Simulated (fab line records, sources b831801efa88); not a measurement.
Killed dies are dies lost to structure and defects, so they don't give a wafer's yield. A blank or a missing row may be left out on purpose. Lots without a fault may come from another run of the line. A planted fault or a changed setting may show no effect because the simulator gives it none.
Tool commonality check | flow gf180mcu | 13 lots, 39 wafers sampled

WHY IT WAS OPENED
At GF_HV_LDD_CD_MEAS_46 the reading cd_nm is flagged on 2 of 13 lots. Wafers without a fault read 400.3 nm, standard deviation 2.6.
Rule: a lot is flagged when every wafer of it that has a number lies more than 4 standard deviations from that mean, or none has a number. The other lots count as sound.

lot  | measured     | on        | cd_nm (nm), wafer by wafer | flag
L173 | day 12 09:59 | cd_sem-01 | 397.2 398.7 396.0          |
L174 | day 13 07:48 | cd_sem-02 | 400.9 400.5 401.2          |
L175 | day 13 09:49 | cd_sem-02 | 397.2 396.3 398.5          |
L176 | day 13 15:41 | cd_sem-01 | 400.8 400.8 398.8          |
L179 | day 14 04:28 | cd_sem-01 | 401.3 402.2 401.4          |
L178 | day 14 05:04 | cd_sem-01 | 402.7 398.7 398.9          |
L181 | day 14 19:44 | cd_sem-02 | 401.5 400.3 399.7          |
L182 | day 15 03:47 | cd_sem-02 | 395.1 395.9 395.2          |
L186 | day 16 11:52 | cd_sem-01 | 396.5 398.1 398.1          |
L187 | day 16 21:37 | cd_sem-02 | 400.0 401.6 401.0          |
L193 | day 19 03:44 | cd_sem-01 | 307.6 308.5 310.6          | FLAGGED
L194 | day 19 15:43 | cd_sem-02 | 309.4 309.9 310.4          | FLAGGED
L195 | day 19 16:04 | cd_sem-01 | 395.7 395.3 395.4          |
The numbers of the flagged lots are 309.4 nm on average: -90.9 nm against the usual, or -35 standard deviations.

WHICH TOOL RAN EACH LOT
The record holds 2 process steps before the reading, out of a route of 602 steps. In each cell: the tool, then ch and the chambers that the sampled wafers went through, then the start.
lot  | flag    | GF_POLY_GATE_ETCH_12               | GF_HV_LDD_DEVELOP_45
L173 |         | rie_diel-02 ch 1,2,3, day 9 06:22  | litho_track-01 ch 0, day 12 09:50
L174 |         | rie_diel-04 ch 0,2,3, day 10 02:56 | litho_track-02 ch 0, day 13 07:39
L175 |         | rie_diel-02 ch 0,1,2, day 10 03:17 | litho_track-03 ch 0, day 13 09:40
L176 |         | rie_diel-03 ch 0,2,3, day 10 08:19 | litho_track-01 ch 0, day 13 15:32
L179 |         | rie_diel-02 ch 1,3, day 10 20:40   | litho_track-02 ch 0, day 14 04:20
L178 |         | rie_diel-04 ch 0,2,3, day 10 21:01 | litho_track-03 ch 0, day 14 04:55
L181 |         | rie_diel-03 ch 0,2,3, day 11 09:43 | litho_track-01 ch 0, day 14 19:35
L182 |         | rie_diel-04 ch 0,2,3, day 11 18:23 | litho_track-01 ch 0, day 15 03:38
L186 |         | rie_diel-04 ch 1,2, day 12 20:32   | litho_track-03 ch 0, day 16 11:43
L187 |         | rie_diel-04 ch 0,2, day 13 06:52   | litho_track-02 ch 0, day 16 21:28
L193 | FLAGGED | rie_diel-02 ch 0,1,3, day 15 02:10 | litho_track-01 ch 0, day 19 03:35
L194 | FLAGGED | rie_diel-03 ch 0,1,3, day 15 15:13 | litho_track-01 ch 0, day 19 15:34
L195 |         | rie_diel-04 ch 0,1,3, day 15 15:31 | litho_track-03 ch 0, day 19 15:55
What these steps do:
- GF_POLY_GATE_ETCH_12: etches BARC in N2/H2.
- GF_HV_LDD_DEVELOP_45: develop time 60 s.
- GF_HV_LDD_CD_MEAS_46: target cd 400 nm.

FLAGGED OVER TOTAL, TOOL BY TOOL (the gauges that took the reading come last)
step                 | tool           | lots run | flagged | share of the flagged lots | sound lots run after its first flagged lot
GF_POLY_GATE_ETCH_12 | rie_diel-02    | 4        | 1       | some                      | 0
GF_POLY_GATE_ETCH_12 | rie_diel-03    | 3        | 1       | some                      | 0
GF_POLY_GATE_ETCH_12 | rie_diel-04    | 6        | 0       | none                      | -
GF_HV_LDD_DEVELOP_45 | litho_track-01 | 6        | 2       | all                       | 0
GF_HV_LDD_DEVELOP_45 | litho_track-02 | 3        | 0       | none                      | -
GF_HV_LDD_DEVELOP_45 | litho_track-03 | 4        | 0       | none                      | -
GF_HV_LDD_CD_MEAS_46 | cd_sem-01      | 7        | 1       | some                      | 1 (L195)
GF_HV_LDD_CD_MEAS_46 | cd_sem-02      | 6        | 1       | some                      | 0

WHAT THE TABLE ALLOWS
1 row of the table ran every flagged lot: litho_track-01 at GF_HV_LDD_DEVELOP_45.
- litho_track-01 at GF_HV_LDD_DEVELOP_45: 2 of its 6 lots flagged. Its last sound lot is L182 (day 15 03:38), its first flagged lot L193 (day 19 03:35): a fault that began between those two fits.
One tool is left: litho_track-01 at GF_HV_LDD_DEVELOP_45.

WHAT THE SIMULATOR HAD PUT IN
Process parameter drift: litho_track-01, from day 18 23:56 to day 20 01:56, at GF_HV_LDD_DEVELOP_45. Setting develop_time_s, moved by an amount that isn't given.
Lots struck among those shown: L193, L194. The rule above found the same.
